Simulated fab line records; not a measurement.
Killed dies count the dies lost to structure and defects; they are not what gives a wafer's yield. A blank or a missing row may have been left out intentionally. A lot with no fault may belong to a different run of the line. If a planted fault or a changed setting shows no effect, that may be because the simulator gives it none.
fab line records -- flow gf180mcu
record: lots: 5, wafers: 15, last_day: 34
route steps=602 shown NSD@246 PSD@248
lots with no fault: from the same line, run without faults
start_h: hours from the record's first day to the start of the lot's first wafer shown -- wait_h: hours elapsed since this lot's preceding step -- " the same as in the row above -- L1.1+2: one row covering several wafers at once -- - value missing, or start not given -- * or withheld: withheld -- < > ~ a bound
route shown NAME@n: a module of which the file shows steps, and the number in the route of the first -- usual: mean and standard deviation over wafers with no fault -- same: alike in all rows -- chamber/n: place in a boat -- sites: the reading at each site -- _std_site: how widely they spread, as a standard deviation -- _edge_site: mean of outer sites minus mean of inner sites -- radius_mm: for every site, how far away it sits from the centre of the wafer -- mask NAME#n: copy n -- behind: the tool/chamber that last shaped the wafer -- hold: why the lot was held/for how many hours/how that ended -- device: the n, p or np transistor that did not switch -- end of line: at the end of the route, the tests of the same wafers -- where a step has no rows: the recipe by itself -- killed: dies lost to structure and defects at the first sort, not the wafer's yield -- map: shows each die of a wafer: x if killed, . if not, _ if none is there
set.NAME: the setting that was run; set.NAME@STEP: the one run at that earlier step -- model.NAME: the simulator's own value behind a step, which no gauge read
lots at some steps of the route; a table a step, a row a wafer
services: from which hour (start_h, from the record's first day; less than 0 if before it) a tool's chamber was out of use, for how many hours, and why
== steps ==
step: GF_NSD_STRIP_11
recipe: chemistry: O2/N2, power_w: 1400, pressure_mtorr: 1500, platen_temp_c: 250, o2_flow_sccm: 3000, n2_flow_sccm: 300, overash_fraction: 0.5
usual: drypump_motor_current_A: 5.7/0.42, heater_power_w: 309/34, oes_product_au: 0.487/0.0047, strip_time_to_endpoint_s: 22.97/0.038
lot.wafer,tool,chamber,start_h,wait_h,drypump_motor_current_A,heater_power_w,oes_product_au,rf_hours_counter_h,strip_time_to_endpoint_s
L808.1,plasma_asher-01,1,306.53,0.1,6.4,335,0.488,54,22.92
L808.2,plasma_asher-01,0,306.53,0.1,5.5,316,0.481,54,22.94
L808.4,plasma_asher-01,1,306.53,0.1,6.3,335,0.488,-,22.89
L815.2,plasma_asher-01,0,360.76,0.1,5.5,326,0.487,59,23.05
L815.3,plasma_asher-01,0,360.76,0.1,5.5,322,0.486,-,23.01
L815.6,plasma_asher-01,0,360.76,0.1,5.5,327,0.486,-,23.02
L822.1,plasma_asher-04,0,423.57,0.1,5.7,345,0.484,31,22.98
L822.2,plasma_asher-04,1,423.57,0.1,5.1,262,0.481,31,23.02
L822.4,plasma_asher-04,0,423.57,0.1,5.7,349,0.497,-,22.96
L823.1,plasma_asher-02,0,440.31,0.1,6.2,282,0.485,1,22.94
L823.3,plasma_asher-02,0,440.31,0.1,6.1,280,0.482,-,22.96
L823.6,plasma_asher-02,0,440.31,0.1,6.1,279,0.474,-,22.95
L828.2,plasma_asher-04,1,471.28,0.1,5.1,250,0.484,36,23.00
L828.4,plasma_asher-04,1,471.28,0.1,5.1,245,0.476,-,23.00
L828.5,plasma_asher-04,0,471.28,0.1,5.7,344,0.486,-,22.98
step: GF_NSD_TW_MEAS_12
usual: NSD_TW: 4261/43
lot.wafer,tool,chamber,start_h,wait_h,NSD_TW
L808.1,film_metro-01,-,306.63,0.1,4241
L808.2,film_metro-01,-,306.63,0.1,4215
L808.4,film_metro-01,-,306.63,0.1,4259
L815.2,film_metro-04,-,360.87,0.1,4283
L815.3,film_metro-04,-,360.87,0.1,4278
L815.6,film_metro-04,-,360.87,0.1,4279
L822.1,film_metro-01,-,423.67,0.1,4151
L822.2,film_metro-01,-,423.67,0.1,4175
L822.4,film_metro-01,-,423.67,0.1,4186
L823.1,film_metro-04,-,440.41,0.1,4290
L823.3,film_metro-04,-,440.41,0.1,4271
L823.6,film_metro-04,-,440.41,0.1,4280
L828.2,film_metro-04,-,471.48,0.2,4279
L828.4,film_metro-04,-,471.48,0.2,4309
L828.5,film_metro-04,-,471.48,0.2,4274
step: GF_PSD_DEHYDRATE_00
recipe: temp_c: 200, time_s: 60
step: GF_PSD_HMDS_01
recipe: prime_time_s: 60, prime_temp_c: 120
step: GF_PSD_COAT_02
recipe: resist: NOVOLAK, spin_rpm: 3000, resist_thk_nm: 1000
step: GF_PSD_SOFTBAKE_03
recipe: temp_c: 90, time_s: 60, resist: NOVOLAK
step: GF_PSD_EXPOSE_04
recipe: mask_id: Pplus, target_cd_nm: 400, na: 0.6, source_shape: conventional, sigma_outer: 0.6, dose_mj: 140
step: GF_PSD_PEB_05
recipe: temp_c: withheld, time_s: *, resist: NOVOLAK
step: GF_PSD_DEVELOP_06
recipe: develop_time_s: 60, dev_temp_c: 23
step: GF_PSD_CD_MEAS_07
recipe: target_cd_nm: 400
usual: cd_nm: 398.7/2.4
lot.wafer,tool,chamber,start_h,wait_h,cd_nm
L808.1,cd_sem-02,-,327.01,0.1,398.3
L808.2,cd_sem-02,-,327.01,0.1,397.8
L808.4,cd_sem-02,-,327.01,0.1,398.5
L815.2,cd_sem-02,-,383.07,0.1,399.0
L815.3,cd_sem-02,-,383.07,0.1,399.8
L815.6,cd_sem-02,-,383.07,0.1,399.9
L822.1,cd_sem-02,-,449.47,0.1,400.3
L822.2,cd_sem-02,-,449.47,0.1,400.6
L822.4,cd_sem-02,-,449.47,0.1,404.2
L823.1,cd_sem-01,-,465.07,0.1,400.4
L823.3,cd_sem-01,-,465.07,0.1,397.3
L823.6,cd_sem-01,-,465.07,0.1,397.2
L828.2,cd_sem-01,-,495.02,0.1,395.5
L828.4,cd_sem-01,-,495.02,0.1,396.6
L828.5,cd_sem-01,-,495.02,0.1,395.0
step: GF_PSD_OVL_MEAS_08
usual: PSD_OVL: 0.3/1.4
lot.wafer,tool,chamber,start_h,wait_h,PSD_OVL[nm]
L808.1,overlay-01,-,327.13,0.1,2.7
L808.2,overlay-01,-,327.13,0.1,1.8
L808.4,overlay-01,-,327.13,0.1,1.2
L815.2,overlay-02,-,383.18,0.1,2.3
L815.3,overlay-02,-,383.18,0.1,3.4
L815.6,overlay-02,-,383.18,0.1,1.8
L822.1,overlay-02,-,449.59,0.1,2.6
L822.2,overlay-02,-,449.59,0.1,1.2
L822.4,overlay-02,-,449.59,0.1,2.3
L823.1,overlay-02,-,465.19,0.1,2.4
L823.3,overlay-02,-,465.19,0.1,-0.7
L823.6,overlay-02,-,465.19,0.1,0.8
L828.2,overlay-02,-,495.12,0.1,0.7
L828.4,overlay-02,-,495.12,0.1,1.8
L828.5,overlay-02,-,495.12,0.1,0.8
step: GF_PSD_IMPLANT_09
recipe: species: BF2, energy_kev: 40, dose_cm2: 1.5e+15, tilt_deg: 7
step: GF_PSD_STRIP_10
recipe: chemistry: O2/N2, power_w: 1400, pressure_mtorr: 1500, platen_temp_c: 250, o2_flow_sccm: 3000, n2_flow_sccm: 300, overash_fraction: 0.5
usual: drypump_motor_current_A: 5.7/0.35, heater_power_w: 296/31, oes_product_au: 0.592/0.0045, strip_time_to_endpoint_s: 16.54/0.041
lot.wafer,tool,chamber,start_h,wait_h,drypump_motor_current_A,heater_power_w,oes_product_au,rf_hours_counter_h,strip_time_to_endpoint_s,model.NOVOLAK_of_PSD_COAT_02.thk_nm
L808.1,plasma_asher-02,0,327.31,0.1,6.1,268,0.593,69,16.46,0
L808.2,plasma_asher-02,1,327.31,0.1,5.6,318,0.597,69,16.44,0
L808.4,plasma_asher-02,1,327.31,0.1,5.5,312,0.588,-,16.45,0
L815.2,plasma_asher-03,0,383.36,0.1,6.0,311,0.763,71,-,22.79
L815.3,plasma_asher-03,0,383.36,0.1,6.0,307,0.763,-,-,22.33
L815.6,plasma_asher-03,1,383.36,0.1,6.0,275,0.769,-,-,22.11
L822.1,plasma_asher-02,0,449.77,0.1,6.1,280,0.594,2,16.48,0
L822.2,plasma_asher-02,1,449.77,0.1,5.5,290,0.595,2,16.51,0
L822.4,plasma_asher-02,1,449.77,0.1,5.6,289,0.591,-,16.48,0
L823.1,plasma_asher-03,0,465.37,0.1,6.0,302,0.592,80,16.49,0
L823.3,plasma_asher-03,1,465.37,0.1,6.0,274,0.598,-,16.49,0
L823.6,plasma_asher-03,1,465.37,0.1,6.0,282,0.595,-,16.52,0
L828.2,plasma_asher-02,0,495.30,0.1,6.1,288,0.601,7,16.57,0
L828.4,plasma_asher-02,0,495.30,0.1,6.1,283,0.592,-,16.59,0
L828.5,plasma_asher-02,1,495.30,0.1,5.6,292,0.591,-,16.56,0
step: GF_PSD_TW_MEAS_11
usual: PSD_TW: 3171/36
lot.wafer,tool,chamber,start_h,wait_h,PSD_TW
L808.1,film_metro-01,-,327.41,0.1,3124
L808.2,film_metro-01,-,327.41,0.1,3141
L808.4,film_metro-01,-,327.41,0.1,3140
L815.2,film_metro-01,-,383.47,0.1,3150
L815.3,film_metro-01,-,383.47,0.1,3155
L815.6,film_metro-01,-,383.47,0.1,3149
L822.1,film_metro-04,-,449.89,0.1,3221
L822.2,film_metro-04,-,449.89,0.1,3209
L822.4,film_metro-04,-,449.89,0.1,3223
L823.1,film_metro-01,-,465.47,0.1,3154
L823.3,film_metro-01,-,465.47,0.1,3160
L823.6,film_metro-01,-,465.47,0.1,3140
L828.2,film_metro-04,-,495.41,0.1,3197
L828.4,film_metro-04,-,495.41,0.1,3217
L828.5,film_metro-04,-,495.41,0.1,3214
== services ==
tool,chamber,start_h,hours,kind
plasma_asher-02,-,306.18,2.8,pm
plasma_asher-02,-,421.26,9.0,pm
plasma_asher-02,0,421.26,9.0,vent_cycle
plasma_asher-02,1,421.26,9.0,vent_cycle
plasma_asher-02,0,430.26,-,clean
plasma_asher-02,1,430.26,-,clean
plasma_asher-04,-,446.79,2.8,pm
plasma_asher-03,-,485.96,0.4,repair
== key ==
first_sign: step: GF_PSD_STRIP_10, reading: oes_product_au, direction: up, sigmas: 39, usual: 0.592, struck: 0.765
effect none on later readings
model_effect: step: GF_PSD_STRIP_10, value: NOVOLAK_of_PSD_COAT_02.thk_nm, without: 0, struck: 22.41
met_at GF_PSD_STRIP_10
struck_wafers L815.2,L815.3,L815.6
later_rows_left_out L815.2,L815.3,L815.6
sort_left_out L815.2,L815.3,L815.6
tester_left_out L815
fault: kind: strip_aborted, tool: plasma_asher-03, chamber: -, onset_h: 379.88, steps: GF_PSD_STRIP_10, offset: 0.34667, end_h: 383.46
tester_left_out: of these lots the tester's yield and bins aren't shown, on N5 and GAA mostly nor the transistor test; their killed dies are dies lost to structure and defects alone, not to doping, threshold or leakage, so they don't give the yield
sort_left_out: the simulated sort isn't trusted on such a fault, so these wafers' sort isn't shown, and their yield isn't known
later_rows_left_out: the simulator's readings of these wafers behind a module that went badly wrong aren't trusted and aren't shown, but for the sort
